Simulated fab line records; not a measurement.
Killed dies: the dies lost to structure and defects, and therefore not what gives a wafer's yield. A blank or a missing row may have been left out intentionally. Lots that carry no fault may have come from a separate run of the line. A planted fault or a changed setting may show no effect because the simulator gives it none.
Which tool did it?	flow gf180mcu	Sampling: 13 lots, 39 wafers, 4 of 602 route steps

## WHAT THE GAUGES SHOWED, per wafer
GF_HV_LDD_CD_MEAS_46 targets a cd of 400 nm. Usual: cdNm at 401.8 nm, with a standard deviation of 2.4.
lot	measured	on	cdNm (nm)	flag
L580	day 12 14:49	cdSem-01	396.4 398.3 398.2	
L581	day 13 02:20	cdSem-02	398.5 397.0 399.6	
L582	day 13 13:23	cdSem-02	404.8 403.8 405.0	
L585	day 14 05:56	cdSem-02	401.4 404.3 404.4	
L586	day 14 15:22	cdSem-02	401.7 399.7 401.0	
L590	day 15 16:50	cdSem-02	405.5 402.8 404.2	
L591	day 16 03:33	cdSem-02	405.9 404.3 401.6	
L592	day 16 14:59	cdSem-01	405.0 403.2 404.9	
L595	day 17 11:30	cdSem-02	399.2 398.3 399.0	
L596	day 17 22:26	cdSem-01	403.4 401.5 399.7	
L597	day 18 04:23	cdSem-01	403.8 403.7 401.9	
L599	day 18 17:59	cdSem-02	398.0 396.1 397.1	
L603	day 19 14:26	cdSem-01	402.0 402.2 404.6	

GF_HV_LDD_OVL_MEAS_47. Usual: for HV_LDD_03_OVL the level is -0.2 nm and the standard deviation is 1.3.
lot	measured	on	HV_LDD_03_OVL (nm)	flag
L580	day 12 14:55	overlay-02	1.0 0.2 -0.3	
L581	day 13 02:27	overlay-01	0.0 -0.8 -1.0	
L582	day 13 13:30	overlay-01	-0.8 1.0 0.7	
L585	day 14 06:03	overlay-01	-2.1 -1.3 -2.7	
L586	day 14 15:28	overlay-01	-1.1 -3.3 -2.5	
L590	day 15 16:57	overlay-01	-0.9 -0.2 -1.4	
L591	day 16 03:40	overlay-02	0.5 0.9 0.1	
L592	day 16 15:06	overlay-01	-1.8 0.2 -1.1	
L595	day 17 11:37	overlay-01	-1.9 -5.1 -2.2	
L596	day 17 22:31	overlay-01	0.1 -0.9 -1.8	
L597	day 18 04:30	overlay-02	1.7 0.2 1.3	
L599	day 18 18:04	overlay-01	0.0 2.0 2.1	
L603	day 19 14:31	overlay-02	0.0 1.8 2.4	

GF_SAB_THK_MEAS_01. Usual: for SAB_CVD_00_THK the level is 50.1 nm and the standard deviation is 0.72.
lot	measured	on	SAB_CVD_00_THK (nm)	flag
L580	day 14 11:04	filmMetro-01	49.7 50.9 50.8	
L581	day 15 00:04	filmMetro-04	48.1 48.7 49.7	
L582	day 15 12:29	filmMetro-04	49.7 50.0 50.0	
L585	day 16 04:47	filmMetro-04	49.5 51.1 50.0	
L586	day 16 15:34	filmMetro-04	50.2 50.4 50.8	
L590	day 17 19:50	filmMetro-03	49.6 48.8 49.4	
L591	day 18 05:51	filmMetro-01	49.4 49.8 50.4	
L592	day 18 17:44	filmMetro-03	49.8 50.0 51.7	
L595	day 19 15:45	filmMetro-01	36.5 36.7 37.3	OFF
L596	day 20 03:16	filmMetro-01	50.6 50.9 50.2	
L597	day 20 09:20	filmMetro-01	36.0 36.7 36.9	OFF
L599	day 21 00:25	filmMetro-01	50.3 50.2 50.0	
L603	day 21 18:17	filmMetro-01	50.1 51.3 51.1	

## WHAT TOOL EACH LOT RAN ON (gives the tool, then ch and the chambers of the sampled wafers, and finally the start)
lot	GF_SAB_CVD_00
L580	pecvd-04 ch 0,1,2, day 14 11:01
L581	pecvd-02 ch 0,1,2, day 15 00:02
L582	pecvd-04 ch 0,1,2, day 15 12:28
L585	pecvd-02 ch 0,2, day 16 04:46
L586	pecvd-01 ch 0,2, day 16 15:31
L590	pecvd-02 ch 0,1, day 17 19:49
L591	pecvd-04 ch 1,2, day 18 05:49
L592	pecvd-02 ch 0,1,2, day 18 17:43
L595	pecvd-02 ch 0,1,2, day 19 15:43
L596	pecvd-01 ch 0,1,2, day 20 03:13
L597	pecvd-02 ch 0,1, day 20 09:19
L599	pecvd-01 ch 0,1,2, day 21 00:22
L603	pecvd-01 ch 0,1,2, day 21 18:15
- GF_SAB_CVD_00: deposits SiO2 from TEOS, target thk 50 nm, time 4.9302 s.

## WHAT THE TOOLS THEMSELVES READ (means of the sampled wafers that have a number; where no wafer has one, the mark that the record gives instead)
GF_SAB_CVD_00. Usual: heaterPowerW at 699 W, with a standard deviation of 79.
lot	tool	heaterPowerW (W)	flag
L580	pecvd-04	717	
L581	pecvd-02	655	
L582	pecvd-04	713	
L585	pecvd-02	768	
L586	pecvd-01	673	
L590	pecvd-02	674	
L591	pecvd-04	718	
L592	pecvd-02	706	
L595	pecvd-02	718	
L596	pecvd-01	674	
L597	pecvd-02	629	
L599	pecvd-01	702	
L603	pecvd-01	657	

## THE ANSWER, worked out from the rows above alone
Rule: a lot counts as off when the mean over its wafers that have a number is more than 3 standard deviations away from the usual mean. A lot without any number at a reading at which 4 lots or more have one is off too. All remaining lots with rows at the step are treated as sound. First the gauges in route order, then the tools' own readings, where a lot's mean is used as printed above. The first step at which some lot is off is used, and at that step the reading that is off furthest; a lot without a number counts as furthest.
Off: L595, L597, seen at GF_SAB_THK_MEAS_01 (SAB_CVD_00_THK).
If a tool, at a process step before that reading, ran all the lots that are off and no sound lot after the first of them, it fits. Gauges at GF_SAB_THK_MEAS_01: tried the same way as those tools. One fits: GF_SAB_CVD_00 on pecvd-02. A fault onset in the window from L592 (day 18 17:43, its last sound lot) to L595 (day 19 15:43, its first lot off) fits.

## WHAT WAS PUT IN BY THE SIMULATOR
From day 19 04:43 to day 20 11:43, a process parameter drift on pecvd-02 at GF_SAB_CVD_00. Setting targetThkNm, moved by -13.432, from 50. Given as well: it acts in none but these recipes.
Struck lots among those shown: L595, L597. The rule above reached the same finding.
